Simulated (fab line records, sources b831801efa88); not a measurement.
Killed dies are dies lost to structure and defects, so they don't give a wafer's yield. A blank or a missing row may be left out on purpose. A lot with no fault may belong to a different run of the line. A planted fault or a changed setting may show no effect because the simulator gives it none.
Split-lot experiment || flow sky130 || 5 lots, 23 wafers read, on a route of 708 steps

THE SPLIT
At SKY_METAL5_EXPOSE_11 (exposes mask MM5, target cd 1600 nm), the setting dose-mj was moved away from the recipe's 190 on 6 of the 23 wafers read, by -5.1% to -4.6%. For the rest of the wafers, this setting stayed at what the recipe calls for.

FROM SPLIT TO READING: 1 step shown by the file between the two
- SKY_METAL5_DEVELOP_13: develop time 60 s (also split here: dev-temp-c)

THE READING
METAL5.cd-nm (the simulator's own value, which no gauge read), in nm, at SKY_METAL5_DESCUM_14 (chemistry O2, time 11 s). There is no usual value for it anywhere in the file. Here, 17 wafers ran the recipe; their average is 1600 nm with a standard deviation of 1.8 nm.

{"wafer": "L077.1", "tool, chamber at the split": "iline-stepper-02, 0", "dose-mj as run": 181.2, "against the recipe": "-4.6%", "METAL5.cd-nm, nm": 1615, "against lot-mates on the recipe": "+12"}
{"wafer": "L077.2", "tool, chamber at the split": "iline-stepper-02, 0", "dose-mj as run": 181.2, "against the recipe": "-4.6%", "METAL5.cd-nm, nm": 1621, "against lot-mates on the recipe": "+18"}
{"wafer": "L077.4", "tool, chamber at the split": "iline-stepper-02, 0", "dose-mj as run": 181.2, "against the recipe": "-4.6%", "METAL5.cd-nm, nm": 1620, "against lot-mates on the recipe": "+16"}
{"wafer": "L077.5", "tool, chamber at the split": "iline-stepper-02, 0", "dose-mj as run": 190, "against the recipe": "recipe", "METAL5.cd-nm, nm": 1604, "against lot-mates on the recipe": "-"}
{"wafer": "L077.6", "tool, chamber at the split": "iline-stepper-02, 0", "dose-mj as run": 190, "against the recipe": "recipe", "METAL5.cd-nm, nm": 1603, "against lot-mates on the recipe": "-"}
{"wafer": "L078.1", "tool, chamber at the split": "iline-stepper-02, 0", "dose-mj as run": 190, "against the recipe": "recipe", "METAL5.cd-nm, nm": 1599, "against lot-mates on the recipe": "-"}
{"wafer": "L078.5", "tool, chamber at the split": "iline-stepper-02, 0", "dose-mj as run": 190, "against the recipe": "recipe", "METAL5.cd-nm, nm": 1599, "against lot-mates on the recipe": "-"}
{"wafer": "L078.2", "tool, chamber at the split": "iline-stepper-02, 0", "dose-mj as run": 190, "against the recipe": "recipe", "METAL5.cd-nm, nm": 1600, "against lot-mates on the recipe": "-"}
{"wafer": "L078.4", "tool, chamber at the split": "iline-stepper-02, 0", "dose-mj as run": 190, "against the recipe": "recipe", "METAL5.cd-nm, nm": 1600, "against lot-mates on the recipe": "-"}
{"wafer": "L078.3", "tool, chamber at the split": "iline-stepper-02, 0", "dose-mj as run": 190, "against the recipe": "recipe", "METAL5.cd-nm, nm": 1601, "against lot-mates on the recipe": "-"}
{"wafer": "L081.1", "tool, chamber at the split": "iline-stepper-01, 0", "dose-mj as run": 190, "against the recipe": "recipe", "METAL5.cd-nm, nm": 1597, "against lot-mates on the recipe": "-"}
{"wafer": "L081.4", "tool, chamber at the split": "iline-stepper-01, 0", "dose-mj as run": 190, "against the recipe": "recipe", "METAL5.cd-nm, nm": 1598, "against lot-mates on the recipe": "-"}
{"wafer": "L081.5", "tool, chamber at the split": "iline-stepper-01, 0", "dose-mj as run": 190, "against the recipe": "recipe", "METAL5.cd-nm, nm": 1598, "against lot-mates on the recipe": "-"}
{"wafer": "L082.2", "tool, chamber at the split": "iline-stepper-01, 0", "dose-mj as run": 190, "against the recipe": "recipe", "METAL5.cd-nm, nm": 1602, "against lot-mates on the recipe": "-"}
{"wafer": "L082.3", "tool, chamber at the split": "iline-stepper-01, 0", "dose-mj as run": 180.4, "against the recipe": "-5.1%", "METAL5.cd-nm, nm": 1614, "against lot-mates on the recipe": "+14"}
{"wafer": "L082.4", "tool, chamber at the split": "iline-stepper-01, 0", "dose-mj as run": 190, "against the recipe": "recipe", "METAL5.cd-nm, nm": 1599, "against lot-mates on the recipe": "-"}
{"wafer": "L082.5", "tool, chamber at the split": "iline-stepper-01, 0", "dose-mj as run": 180.4, "against the recipe": "-5.1%", "METAL5.cd-nm, nm": 1613, "against lot-mates on the recipe": "+12"}
{"wafer": "L082.6", "tool, chamber at the split": "iline-stepper-01, 0", "dose-mj as run": 180.4, "against the recipe": "-5.1%", "METAL5.cd-nm, nm": 1615, "against lot-mates on the recipe": "+14"}
{"wafer": "L085.1", "tool, chamber at the split": "iline-stepper-02, 0", "dose-mj as run": 190, "against the recipe": "recipe", "METAL5.cd-nm, nm": 1600, "against lot-mates on the recipe": "-"}
{"wafer": "L085.2", "tool, chamber at the split": "iline-stepper-02, 0", "dose-mj as run": 190, "against the recipe": "recipe", "METAL5.cd-nm, nm": 1601, "against lot-mates on the recipe": "-"}
{"wafer": "L085.4", "tool, chamber at the split": "iline-stepper-02, 0", "dose-mj as run": 190, "against the recipe": "recipe", "METAL5.cd-nm, nm": 1601, "against lot-mates on the recipe": "-"}
{"wafer": "L085.5", "tool, chamber at the split": "iline-stepper-02, 0", "dose-mj as run": 190, "against the recipe": "recipe", "METAL5.cd-nm, nm": 1601, "against lot-mates on the recipe": "-"}
{"wafer": "L085.3", "tool, chamber at the split": "iline-stepper-02, 0", "dose-mj as run": 190, "against the recipe": "recipe", "METAL5.cd-nm, nm": 1599, "against lot-mates on the recipe": "-"}

THE FIT
A straight line over all 23 wafers: METAL5.cd-nm changes by -3.31 nm for each +1% of dose-mj; r = -0.95; the points scatter about the line by 2.5 nm.
The same after taking each lot's own level away (the mean of its wafers on the recipe; 23 wafers): -2.94 nm for each +1%; r = -0.97; scatter 1.5 nm.
According to that fit, moving dose-mj by its largest amount changes the reading by 15 nm.
The lots' own levels span 1597.7 to 1603.5 nm, that is 3.3 times the standard deviation above.
Thus the slope moves with the lot-to-lot level: the two fits are different.
Check: for one of the wafers moved furthest among these (-5.1%), held out of the fit, the line's prediction against its lot-mates is +15.2 nm. Against them it came out at +13.5 nm.

THE OTHER SPLITS THESE WAFERS WENT THROUGH
Note: prior to the reading, these wafers also went through further splits. Each is held against what the fit with the lots' levels taken away leaves over:
{"other split on the same wafers": "SKY_CAP2M_COAT_07 spin-rpm", "wafers away from the commonest value": 6, "r with METAL5.cd-nm (lot level and that fit taken away)": "+0.28"}
{"other split on the same wafers": "SKY_METAL4_EXPOSE_10 dose-mj", "wafers away from the commonest value": 8, "r with METAL5.cd-nm (lot level and that fit taken away)": "+0.09"}
{"other split on the same wafers": "SKY_VIA4_HDPCVD_00 time-s", "wafers away from the commonest value": 9, "r with METAL5.cd-nm (lot level and that fit taken away)": "+0.27"}
{"other split on the same wafers": "SKY_VIA4_CMP_02 leave-above-ref-nm", "wafers away from the commonest value": 9, "r with METAL5.cd-nm (lot level and that fit taken away)": -0.03}
{"other split on the same wafers": "SKY_VIA4_ETCH_12 bias-w", "wafers away from the commonest value": 8, "r with METAL5.cd-nm (lot level and that fit taken away)": -0.10}
{"other split on the same wafers": "SKY_METAL5_SPUTTER_01 power-w", "wafers away from the commonest value": 7, "r with METAL5.cd-nm (lot level and that fit taken away)": "+0.21"}
{"other split on the same wafers": "SKY_METAL5_DEVELOP_13 dev-temp-c", "wafers away from the commonest value": 10, "r with METAL5.cd-nm (lot level and that fit taken away)": "+0.75"}

FILE'S OWN FIT
METAL5.cd-nm changes by -2.98 nm for each +1% of dose-mj, r = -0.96.
